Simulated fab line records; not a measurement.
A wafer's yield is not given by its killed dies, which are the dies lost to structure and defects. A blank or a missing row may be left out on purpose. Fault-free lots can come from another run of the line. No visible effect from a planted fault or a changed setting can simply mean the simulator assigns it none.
fab line records | flow sky130
[record] lots = 13 | wafers = 39 | lastDay = 50
route steps=708 shown FIELD_ISO@18 PWDE@54 VT_ADJUST_HVTR@140
lots untouched by any fault: they come from a run of this same line in which no faults occurred
startH: hours from the record's first day to the start of the lot's first wafer shown | waitH: hours elapsed since this lot's preceding step | " unchanged from the row above | L1.1+2: one row covering several wafers at once | - either no value or no given start | * or withheld: withheld | < > ~ a bound
route shown NAME@n: NAME is a module with steps in the file, n the number in the route of the first one | usual: mean/standard deviation taken from wafers without a fault | same: alike in all rows | chamber/n: place in a boat | sites: per-site readings | _std_site: how widely they spread, as a standard deviation | _edge_site: mean of outer sites minus mean of inner sites | radiusMm: for every site, how far away it sits from the centre of the wafer | mask NAME#n: copy n | behind: tool/chamber where the wafer was last shaped | hold: the reason the lot was held/the length of the hold in hours/how it ended | device: which transistor (n, p or np) failed to switch | end of line: the route-end tests of the same wafers | a step given without rows: its recipe and nothing more | killed: count of dies lost to structure and defects at first sort (not the wafer's yield) | map: dies across one wafer; x = killed, . = not, _ = none there
set.NAME: setting as actually run; set.NAME@STEP: the setting as run at that earlier step | model.NAME: the simulator's own value behind a step, which no gauge read
the route's steps for a sample of lots (tables are steps, rows are wafers)
services: when a tool's chamber went out of use (startH, in hours from the record's first day, below 0 if earlier), for how many hours, and the reason
[[steps]]
[step SKY_FIELD_ISO_ETCH_17]
[recipe] targetDepthA = 3420 | maskMaterial = Si3N4 | chemistry = HBr/Cl2/O2 | target = Si | taperDeg = 5 | icpW = 600 | biasW = 150 | pressureMtorr = 15 | HBr_flow_sccm = 150 | Cl2_flow_sccm = 40 | O2_flow_sccm = 6 | timeS = 97.7
[usual] O2_flow_sccm = 6.001/0.018 | drypumpMotorCurrentA = 5.6/0.51 | oesProductAu = 1.000/0.0083 | throttleValvePct = 25.657/0.01
lot.wafer | tool     | chamber | startH | waitH | O2_flow_sccm | drypumpMotorCurrentA | oesProductAu | rfHoursCounterH | throttleValvePct
L769.3    | rieSi-01 | 1       | 28.70  | 0.0   | 5.988        | 5.5                  | 1.002        | 100             | 25.658
L769.5    | "        | 3       | "      | "     | 6.037        | 5.3                  | 0.999        | -               | 25.638
L769.6    | "        | 0       | "      | "     | 5.996        | 5.0                  | 0.996        | -               | 25.665
L772.1    | rieSi-02 | 2       | 44.55  | 0.1   | 6.005        | 5.2                  | 1.002        | 124             | 25.657
L772.4    | "        | 3       | "      | "     | 5.992        | 5.7                  | 0.992        | -               | 25.652
L772.6    | "        | 0       | "      | "     | 6.004        | 5.9                  | 1.003        | -               | 25.655
L776.3    | rieSi-01 | 3       | 68.15  | 0.0   | 6.019        | 5.3                  | 0.998        | 73              | 25.655
L776.5    | "        | 2       | "      | "     | 6.008        | 6.7                  | 1.005        | -               | 25.663
L776.6    | "        | 3       | "      | "     | 6.008        | 5.3                  | 0.986        | -               | 25.678
L778.2    | rieSi-01 | 2       | 75.04  | 0.1   | 6.005        | 6.7                  | 1.012        | 14              | 25.650
L778.3    | "        | 1       | "      | "     | 6.030        | 5.5                  | 1.006        | 100             | 25.659
L778.6    | "        | 2       | "      | "     | 6.011        | 6.7                  | 1.018        | -               | 25.649
L780.3    | rieSi-02 | 3       | 84.75  | 0.0   | 6.007        | 5.8                  | 0.995        | 2               | 25.667
L780.4    | "        | 1       | "      | "     | 5.996        | 5.5                  | 0.995        | 0               | 25.647
L780.5    | "        | 3       | "      | "     | 5.997        | 5.8                  | 0.999        | -               | 25.661
L782.2    | rieSi-02 | 0       | 96.39  | 0.1   | 5.996        | 5.9                  | 0.984        | 69              | 25.680
L782.3    | "        | 2       | "      | "     | 5.990        | 5.2                  | 0.996        | 125             | 25.665
L782.6    | "        | 3       | "      | "     | 6.024        | 5.7                  | 0.987        | -               | 25.657
L783.3    | rieSi-02 | 2       | 102.40 | 0.0   | 6.008        | 5.2                  | 1.002        | 125             | 25.653
L783.5    | "        | 2       | "      | "     | 5.999        | 5.2                  | 0.987        | -               | 25.647
L783.6    | "        | 3       | "      | "     | 6.014        | 5.8                  | 0.984        | -               | 25.658
L784.1    | rieSi-02 | 2       | 108.00 | 0.1   | 6.004        | 5.2                  | 1.000        | 125             | 25.662
L784.2    | "        | 3       | "      | "     | 5.990        | 5.8                  | 0.991        | 2               | 25.664
L784.3    | "        | 0       | "      | "     | 5.956        | 5.9                  | 0.994        | 69              | 25.657
L786.1    | rieSi-01 | 0       | 120.20 | 0.1   | 6.012        | 5.0                  | 0.990        | 85              | 25.658
L786.5    | "        | 1       | "      | "     | 6.022        | 5.4                  | 1.001        | -               | 25.646
L786.6    | "        | 0       | "      | "     | 6.015        | 5.0                  | 1.005        | -               | 25.657
L788.1    | rieSi-02 | 2       | 128.55 | 0.1   | 6.027        | 5.2                  | 0.986        | 125             | 25.655
L788.2    | "        | 0       | "      | "     | 5.996        | 5.9                  | 0.999        | 70              | 25.652
L788.6    | "        | 2       | "      | "     | 5.992        | 5.2                  | 0.995        | -               | 25.655
L790.4    | rieSi-02 | 3       | 140.30 | 0.0   | 6.000        | 5.7                  | 1.001        | 2               | 25.652
L790.5    | "        | 0       | "      | "     | 5.959        | 5.9                  | 1.007        | -               | 25.651
L790.6    | "        | 1       | "      | "     | 6.022        | 5.5                  | 1.015        | -               | 25.658
L791.1    | rieSi-02 | 3       | 143.45 | 0.1   | 5.986        | 5.7                  | 0.996        | 2               | 25.650
L791.2    | "        | 2       | "      | "     | 6.003        | 5.2                  | 0.998        | 125             | 25.661
L791.4    | "        | 1       | "      | "     | 6.002        | 5.5                  | 1.009        | 1               | 25.655
L792.4    | rieSi-01 | 3       | 148.60 | 0.0   | 5.996        | 5.3                  | 0.989        | 74              | 25.654
L792.5    | "        | 3       | "      | "     | 6.015        | 5.3                  | 1.008        | -               | 25.651
L792.6    | "        | 2       | "      | "     | 6.006        | 6.7                  | 1.012        | -               | 25.654
[step SKY_FIELD_ISO_THK_MEAS_25]
[recipe] reads = SiO2_of_FIELD_ISO_CVD_24
[usual] FIELD_ISO_CVD_24_THK = 597/6.6
lot.wafer | tool         | chamber | startH | waitH | FIELD_ISO_CVD_24_THK[nm]
L769.3    | filmMetro-01 | -       | 30.44  | 0.1   | 598
L769.5    | "            | -       | "      | "     | 601
L769.6    | "            | -       | "      | "     | 591
L772.1    | filmMetro-02 | -       | 47.26  | 0.0   | 585
L772.4    | "            | -       | "      | "     | 591
L772.6    | "            | -       | "      | "     | 602
L776.3    | filmMetro-01 | -       | 75.40  | 0.1   | 596
L776.5    | "            | -       | "      | "     | 603
L776.6    | "            | -       | "      | "     | 590
L778.2    | filmMetro-01 | -       | 79.45  | 0.0   | 592
L778.3    | "            | -       | "      | "     | 596
L778.6    | "            | -       | "      | "     | 598
L780.3    | filmMetro-02 | -       | 86.62  | 0.1   | 610
L780.4    | "            | -       | "      | "     | 593
L780.5    | "            | -       | "      | "     | 604
L782.2    | filmMetro-01 | -       | 98.49  | 0.0   | 590
L782.3    | "            | -       | "      | "     | 590
L782.6    | "            | -       | "      | "     | 601
L783.3    | filmMetro-01 | -       | 106.31 | 0.1   | 612
L783.5    | "            | -       | "      | "     | 607
L783.6    | "            | -       | "      | "     | 594
L784.1    | filmMetro-01 | -       | 110.47 | 0.0   | 598
L784.2    | "            | -       | "      | "     | 591
L784.3    | "            | -       | "      | "     | 594
L786.1    | filmMetro-02 | -       | 121.88 | 0.0   | 593
L786.5    | "            | -       | "      | "     | 597
L786.6    | "            | -       | "      | "     | 591
L788.1    | filmMetro-01 | -       | 130.20 | 0.0   | 596
L788.2    | "            | -       | "      | "     | 589
L788.6    | "            | -       | "      | "     | 595
L790.4    | filmMetro-02 | -       | 142.97 | 0.0   | 593
L790.5    | "            | -       | "      | "     | 604
L790.6    | "            | -       | "      | "     | 601
L791.1    | filmMetro-04 | -       | 148.30 | 0.0   | 596
L791.2    | "            | -       | "      | "     | 601
L791.4    | "            | -       | "      | "     | 591
L792.4    | filmMetro-01 | -       | 151.63 | 0.0   | 596
L792.5    | "            | -       | "      | "     | 591
L792.6    | "            | -       | "      | "     | 607
[step SKY_PWDE_STRIP_09]
[recipe] chemistry = O2/N2 | powerW = 1400 | pressureMtorr = 1500 | platenTempC = withheld | o2FlowSccm = 3000 | n2FlowSccm = 300 | overashFraction = 0.5
[usual] drypumpMotorCurrentA = 5.7/0.31 | oesProductAu = 0.723/0.0046 | stripTimeToEndpointS = 36.93/0.087
lot.wafer | tool           | chamber | startH | waitH | drypumpMotorCurrentA | oesProductAu | rfHoursCounterH | stripTimeToEndpointS
L769.3    | plasmaAsher-04 | 0       | 65.60  | 0.1   | 5.7                  | 0.725        | -               | 36.97
L769.5    | "              | 0       | "      | "     | 5.7                  | 0.730        | -               | 36.98
L769.6    | "              | 1       | "      | "     | 5.3                  | 0.727        | -               | 36.93
L772.1    | plasmaAsher-03 | 0       | 94.82  | 0.1   | 5.4                  | 0.726        | 40              | 37.02
L772.4    | "              | 1       | "      | "     | 5.8                  | 0.723        | -               | 37.06
L772.6    | "              | 0       | "      | "     | 5.4                  | 0.715        | -               | 36.96
L776.3    | plasmaAsher-03 | 0       | 119.85 | 0.1   | 5.3                  | 0.731        | -               | 37.11
L776.5    | "              | 0       | "      | "     | 5.4                  | 0.721        | -               | 36.98
L776.6    | "              | 1       | "      | "     | 5.8                  | 0.715        | -               | 36.96
L778.2    | plasmaAsher-03 | 0       | 123.32 | 0.1   | 5.4                  | 0.725        | 43              | 36.85
L778.3    | "              | 0       | "      | "     | 5.4                  | 0.721        | -               | 36.92
L778.6    | "              | 1       | "      | "     | 5.9                  | 0.720        | -               | 36.73
L780.3    | plasmaAsher-04 | 1       | 128.10 | 0.1   | 5.3                  | 0.722        | -               | 36.97
L780.4    | "              | 0       | "      | "     | 5.7                  | 0.730        | -               | 37.05
L780.5    | "              | 0       | "      | "     | 5.7                  | 0.724        | -               | 37.02
L782.2    | plasmaAsher-03 | 0       | 143.57 | 0.1   | 5.4                  | 0.719        | 45              | 37.04
L782.3    | "              | 1       | "      | "     | 5.8                  | 0.720        | -               | 37.00
L782.6    | "              | 0       | "      | "     | 5.5                  | 0.719        | -               | 37.01
L783.3    | plasmaAsher-01 | 1       | 152.35 | 0.1   | 5.8                  | 0.732        | -               | 36.81
L783.5    | "              | 1       | "      | "     | 5.8                  | 0.723        | -               | 36.93
L783.6    | "              | 0       | "      | "     | 6.3                  | 0.720        | -               | 36.92
L784.1    | plasmaAsher-01 | 0       | 156.01 | 0.1   | 6.3                  | 0.724        | 34              | 37.11
L784.2    | "              | 1       | "      | "     | 5.8                  | 0.724        | 34              | 36.88
L784.3    | "              | 0       | "      | "     | 6.3                  | 0.715        | -               | 36.96
L786.1    | plasmaAsher-01 | 0       | 166.67 | 0.1   | 6.3                  | 0.728        | 35              | 36.75
L786.5    | "              | 0       | "      | "     | 6.3                  | 0.718        | -               | 36.72
L786.6    | "              | 1       | "      | "     | 5.8                  | 0.726        | -               | 36.76
L788.1    | plasmaAsher-04 | 0       | 175.17 | 0.1   | 5.7                  | 0.723        | 5               | 37.07
L788.2    | "              | 1       | "      | "     | 5.3                  | 0.713        | 5               | 36.98
L788.6    | "              | 1       | "      | "     | 5.3                  | 0.725        | -               | 36.92
L790.4    | plasmaAsher-04 | 0       | 193.30 | 0.1   | 5.7                  | 0.723        | -               | 36.87
L790.5    | "              | 0       | "      | "     | 5.7                  | 0.714        | -               | 36.82
L790.6    | "              | 1       | "      | "     | 5.3                  | 0.720        | -               | 36.92
L791.1    | plasmaAsher-01 | 0       | 197.12 | 0.1   | 6.3                  | 0.726        | 38              | 36.89
L791.2    | "              | 1       | "      | "     | 5.8                  | 0.718        | 38              | 36.99
L791.4    | "              | 1       | "      | "     | 5.8                  | 0.719        | -               | 36.91
L792.4    | plasmaAsher-03 | 1       | 198.29 | 0.1   | 5.8                  | 0.732        | -               | 37.02
L792.5    | "              | 0       | "      | "     | 5.4                  | 0.725        | -               | 36.94
L792.6    | "              | 1       | "      | "     | 5.8                  | 0.724        | -               | 37.02
[step SKY_VT_ADJUST_HVTR_IMPLANT_09]
[recipe] species = B | energyKev = 10 | doseCm2 = 2.1e+12 | tiltDeg = withheld
[usual] doseIonsCm2 = 2.1001e+12/2.2e+09 | faradayCurrentUA = 11.84/0.23
lot.wafer | tool         | chamber | startH | waitH | doseIonsCm2 | faradayCurrentUA
L769.3    | implanter-02 | 0       | 204.36 | 0.1   | 2.1018e+12  | 11.88
L769.5    | "            | 0       | "      | "     | 2.1008e+12  | 11.54
L769.6    | "            | 0       | "      | "     | 2.105e+12   | 11.85
L772.1    | implanter-02 | 0       | 240.58 | 0.0   | 2.0997e+12  | 12.09
L772.4    | "            | 0       | "      | "     | 2.0993e+12  | 11.54
L772.6    | "            | 0       | "      | "     | 2.0959e+12  | 11.81
L776.3    | implanter-02 | 0       | 276.43 | 0.1   | 2.0954e+12  | 11.43
L776.5    | "            | 0       | "      | "     | 2.0948e+12  | 12.06
L776.6    | "            | 0       | "      | "     | 2.0955e+12  | 11.79
L778.2    | implanter-02 | 0       | 279.85 | 0.0   | 1.3812e+12  | 7.96
L778.3    | "            | 0       | "      | "     | 1.3856e+12  | 7.68
L778.6    | "            | 0       | "      | "     | 1.3801e+12  | 7.70
L780.3    | implanter-02 | 0       | 284.29 | 0.1   | 1.3816e+12  | 7.78
L780.4    | "            | 0       | "      | "     | 1.3818e+12  | 7.71
L780.5    | "            | 0       | "      | "     | 1.3813e+12  | 7.93
L782.2    | implanter-02 | 0       | 304.94 | 0.1   | 1.3833e+12  | 7.70
L782.3    | "            | 0       | "      | "     | 1.3816e+12  | 7.84
L782.6    | "            | 0       | "      | "     | 1.3877e+12  | 7.75
L783.3    | implanter-04 | 0       | 318.08 | 0.1   | 2.1e+12     | 12.39
L783.5    | "            | 0       | "      | "     | 2.0988e+12  | 11.91
L783.6    | "            | 0       | "      | "     | 2.1006e+12  | 12.00
L784.1    | implanter-03 | 0       | 324.29 | 0.0   | 2.1035e+12  | 11.83
L784.2    | "            | 0       | "      | "     | 2.0984e+12  | 11.84
L784.3    | "            | 0       | "      | "     | 2.1029e+12  | 11.67
L786.1    | implanter-03 | 0       | 336.94 | 0.0   | 2.1012e+12  | 11.71
L786.5    | "            | 0       | "      | "     | 2.0998e+12  | 12.12
L786.6    | "            | 0       | "      | "     | 2.1017e+12  | 12.03
L788.1    | implanter-03 | 0       | 349.58 | 0.0   | 2.1008e+12  | 11.98
L788.2    | "            | 0       | "      | "     | 2.1014e+12  | 12.25
L788.6    | "            | 0       | "      | "     | 2.0979e+12  | 11.69
L790.4    | implanter-04 | 0       | 372.16 | 0.1   | 2.1013e+12  | 11.70
L790.5    | "            | 0       | "      | "     | 2.1027e+12  | 12.15
L790.6    | "            | 0       | "      | "     | 2.1003e+12  | 11.70
L791.1    | implanter-03 | 0       | 376.83 | 0.0   | 2.0985e+12  | 12.07
L791.2    | "            | 0       | "      | "     | 2.0984e+12  | 12.02
L791.4    | "            | 0       | "      | "     | 2.0998e+12  | 11.76
L792.4    | implanter-02 | 0       | 379.75 | 0.1   | 2.0962e+12  | 11.80
L792.5    | "            | 0       | "      | "     | 2.1008e+12  | 11.63
L792.6    | "            | 0       | "      | "     | 2.0984e+12  | 11.42
[step SKY_VT_ADJUST_HVTR_TW_MEAS_11]
[usual] VT_ADJUST_HVTR_TW = 210.4/1.3
lot.wafer | tool         | chamber | startH | waitH | VT_ADJUST_HVTR_TW
L769.3    | filmMetro-03 | -       | 204.58 | 0.1   | 208.4
L769.5    | "            | -       | "      | "     | 209.3
L769.6    | "            | -       | "      | "     | 208.4
L772.1    | filmMetro-01 | -       | 240.83 | 0.1   | 211.9
L772.4    | "            | -       | "      | "     | 212.6
L772.6    | "            | -       | "      | "     | 212.4
L776.3    | filmMetro-01 | -       | 276.65 | 0.1   | 211.2
L776.5    | "            | -       | "      | "     | 210.8
L776.6    | "            | -       | "      | "     | 211.2
L778.2    | filmMetro-03 | -       | 280.09 | 0.1   | 187.1
L778.3    | "            | -       | "      | "     | 185.9
L778.6    | "            | -       | "      | "     | 186.4
L780.3    | filmMetro-02 | -       | 284.51 | 0.1   | 186.4
L780.4    | "            | -       | "      | "     | 188.3
L780.5    | "            | -       | "      | "     | 187.1
L782.2    | filmMetro-02 | -       | 305.18 | 0.1   | 187.0
L782.3    | "            | -       | "      | "     | 187.5
L782.6    | "            | -       | "      | "     | 186.5
L783.3    | filmMetro-01 | -       | 318.30 | 0.1   | 213.2
L783.5    | "            | -       | "      | "     | 212.9
L783.6    | "            | -       | "      | "     | 213.8
L784.1    | filmMetro-03 | -       | 324.54 | 0.1   | 209.7
L784.2    | "            | -       | "      | "     | 209.6
L784.3    | "            | -       | "      | "     | 210.9
L786.1    | filmMetro-03 | -       | 337.19 | 0.1   | 209.8
L786.5    | "            | -       | "      | "     | 210.3
L786.6    | "            | -       | "      | "     | 209.5
L788.1    | filmMetro-02 | -       | 349.83 | 0.1   | 210.7
L788.2    | "            | -       | "      | "     | 210.6
L788.6    | "            | -       | "      | "     | 210.2
L790.4    | filmMetro-02 | -       | 372.37 | 0.1   | 211.0
L790.5    | "            | -       | "      | "     | 210.8
L790.6    | "            | -       | "      | "     | 211.0
L791.1    | filmMetro-03 | -       | 377.08 | 0.1   | 212.5
L791.2    | "            | -       | "      | "     | 210.7
L791.4    | "            | -       | "      | "     | 210.8
L792.4    | filmMetro-01 | -       | 379.96 | 0.1   | 212.8
L792.5    | "            | -       | "      | "     | 211.5
L792.6    | "            | -       | "      | "     | 212.9
[[services]]
tool           | chamber | startH | hours | kind
implanter-02   | -       | 65.29  | 3.6   | repair
implanter-02   | -       | 68.85  | 4.1   | pm
plasmaAsher-04 | -       | 108.75 | 9.0   | pm
rieSi-02       | 1       | 114.13 | 7.2   | repair
plasmaAsher-04 | -       | 184.22 | 1.3   | repair
rieSi-01       | 3       | 201.28 | 8.9   | repair
implanter-03   | -       | 201.83 | 1.1   | repair
rieSi-01       | 1       | 205.10 | 6.8   | repair
plasmaAsher-04 | -       | 207.64 | 2.8   | pm
plasmaAsher-03 | -       | 214.92 | 2.8   | pm
plasmaAsher-01 | -       | 236.45 | 2.8   | pm
plasmaAsher-03 | -       | 244.61 | 1.2   | repair
plasmaAsher-01 | -       | 251.44 | 28.1  | pm
plasmaAsher-04 | -       | 260.87 | 4.3   | pm
rieSi-02       | -       | 270.21 | 0.9   | repair
implanter-03   | -       | 276.29 | 2.5   | repair
plasmaAsher-03 | -       | 276.84 | 5.9   | pm
rieSi-02       | 3       | 283.56 | 9.4   | repair
implanter-03   | -       | 303.25 | 2.5   | repair
plasmaAsher-01 | -       | 305.11 | 4.3   | pm
plasmaAsher-04 | -       | 326.17 | 12.9  | pm
plasmaAsher-01 | -       | 348.79 | 0.6   | repair
implanter-03   | -       | 358.21 | 4.3   | pm
rieSi-02       | -       | 370.51 | 2.8   | pm
[[key]]
[firstSign] step = SKY_VT_ADJUST_HVTR_IMPLANT_09 | reading = doseIonsCm2 | direction = down | sigmas = 99+ | usual = * | struck = *
[effect] step = SKY_VT_ADJUST_HVTR_IMPLANT_09 | reading = faradayCurrentUA | direction = down | sigmas = 18 | usual = 11.84 | struck = 7.78
[effect] step = SKY_VT_ADJUST_HVTR_TW_MEAS_11 | reading = VT_ADJUST_HVTR_TW | direction = down | sigmas = 19 | usual = 210.4 | struck = 186.9
metAt SKY_VT_ADJUST_HVTR_IMPLANT_09
struckLots L778,L780,L782
rowsEnd L778.2,L778.3,L778.6,L780.3,L780.4,L780.5
testerLeftOut L782
notActingAt SKY_FIELD_ISO_ETCH_17,SKY_FIELD_ISO_THK_MEAS_25,SKY_PWDE_STRIP_09
onsetBetween 276.43 279.85
[fault] kind = processParameterDrift | tool = implanter-02 | chamber = - | onsetH = 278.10 | steps = SKY_VT_ADJUST_HVTR_IMPLANT_09 | channel = doseCm2 | offset = * | shape = step | endH = 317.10 | actsIn = * | stated = *
// testerLeftOut: of these lots the tester's yield and bins aren't shown, on N5 and GAA mostly nor the transistor test; their killed dies are dies lost to structure and defects alone, not to doping, threshold or leakage, so they don't give the yield
// rowsEnd: these wafers met a further fault down the route, and their rows from its step on are left out
